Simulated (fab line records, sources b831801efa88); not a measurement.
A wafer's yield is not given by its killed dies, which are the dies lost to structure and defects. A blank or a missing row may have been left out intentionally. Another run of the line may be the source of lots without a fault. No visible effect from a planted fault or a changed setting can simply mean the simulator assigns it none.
Which tool did it? ; flow sky130 ; 36 wafers sampled from 12 lots at 1 step of a route of 708

## WHAT EACH GAUGE READ, for each wafer
SKY_POLY_GATE_THK_MEAS_04.
lot;measured;on;POLY_GATE_CVD_03_THK (nm)
L076;day 16 06:04;film_metro-01;76.0 76.1 76.2
L077;day 16 11:35;film_metro-03;75.1 74.6 74.5
L079;day 17 00:31;film_metro-01;74.6 74.6 74.8
L080;day 17 20:00;film_metro-03;74.6 74.8 74.4
L083;day 18 06:53;film_metro-04;74.3 74.3 74.3
L085;day 19 08:25;film_metro-04;74.2 73.9 74.6
L087;day 19 21:18;film_metro-01;75.2 74.9 74.7
L089;day 20 09:44;film_metro-03;74.5 73.9 74.6
L091;day 21 02:28;film_metro-04;76.3 76.6 77.0
L093;day 21 19:51;film_metro-03;75.6 75.8 75.2
L095;day 22 18:13;film_metro-04;73.7 73.3 73.4
L097;day 23 05:03;film_metro-03;76.1 76.6 76.5

## EACH LOT AND THE TOOL THAT RAN IT (in order: tool; ch and the chambers of the sampled wafers; start)
Record: no process step prior to these readings.

## THE ANSWER, worked out from the rows above alone
Rule: usual is defined by the lots themselves. Put in order of their means at a reading, lots are off if they are a third of the lots or fewer, leave a main group of 4 or more, and stand apart from it by a gap of 3 or more times the standard deviation of the main group's means; of several such gaps the widest counts. A main group is skipped when, at the precision printed for the reading in the tables above, its means are all equal. A lot without any number at a reading at which 4 lots or more have one is off too. Where the step has rows for the other lots, those lots are counted as sound.
No lot is off at any reading shown: from this, nothing can be told.

## WHAT WAS PUT IN BY THE SIMULATOR
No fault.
